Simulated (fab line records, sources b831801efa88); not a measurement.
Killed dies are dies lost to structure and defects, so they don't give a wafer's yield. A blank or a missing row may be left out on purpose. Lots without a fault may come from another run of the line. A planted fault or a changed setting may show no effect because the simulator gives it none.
One fault seen from 2 desks | flow sky130 | each desk has only its own numbers; what lay behind them comes last

THE METROLOGY DESK
What the gauges read, lot by lot, whatever tool the lot ran on: means of the sampled wafers that have a number. A lot is out of limits, marked OUT, if its mean lies more than 4 standard deviations from the usual mean; the brackets give that distance.
Columns: A = POLY_GATE_OXIDATION_THK at SKY_POLY_GATE_THK_MEAS_21, usual 4.01 nm
lot  | first seen here | A
L103 | day 16 15:05    | 3.97
L104 | day 16 22:25    | 3.94
L106 | day 17 19:23    | 3.95
L109 | day 18 15:28    | 4.07
L112 | day 19 23:00    | 4.00
L113 | day 20 03:53    | 3.98
L114 | day 20 11:43    | 3.95
L119 | day 22 16:54    | 4.06
L120 | day 22 16:54    | 4.07
L124 | day 24 00:55    | 4.02
L125 | day 24 11:49    | 3.94
L126 | day 25 00:04    | 4.06
This desk's finding: nothing out of limits on any of the 12 lots.

THE TOOL OWNER'S DESK: implanter-03
The tool's own readings at SKY_LDD_N_IMPLANT_14: means of the sampled wafers that have a number, for each lot that ran on this tool. A lot is out of limits, marked OUT, if its mean lies more than 4 standard deviations from the usual mean; the brackets give that distance.
Columns: A = beam_energy_keV at SKY_LDD_N_IMPLANT_14, usual 50.001; B = faraday_current_uA at SKY_LDD_N_IMPLANT_14, usual 28.2
lot  | first seen here | A                        | B
L112 | day 21 06:50    | 48.086 (-99 or more) OUT | 27.7
L113 | day 21 11:46    | 48.065 (-99 or more) OUT | 28.7
L114 | day 21 19:52    | 48.078 (-99 or more) OUT | 27.9
L119 | day 23 23:41    | 50.001                   | 27.7
L124 | day 25 08:16    | 50.029                   | 28.2
L125 | day 25 18:32    | 49.988                   | 27.7
This desk's finding: out of limits on L112, L113, L114; first on L112, day 21 06:50 (beam_energy_keV at SKY_LDD_N_IMPLANT_14). In limits: L119, L124, L125.

PUT TOGETHER
The tool owner's desk could have raised an alarm at day 21 06:50, on L112, L113, L114.
The metrology desk saw nothing out of limits.
The metrology desk has L112, L113, L114 on record, within its limits.
Of the lots named, all ran SKY_LDD_N_IMPLANT_14 on implanter-03.

WHAT THE SIMULATOR HAD PUT IN
Process parameter drift: implanter-03, from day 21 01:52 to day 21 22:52, at SKY_LDD_N_IMPLANT_14. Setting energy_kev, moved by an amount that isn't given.
Lots struck among those shown: L112, L113, L114.
Hours from the fault's start to each desk's first reading out of limits: the tool owner's desk, 5.
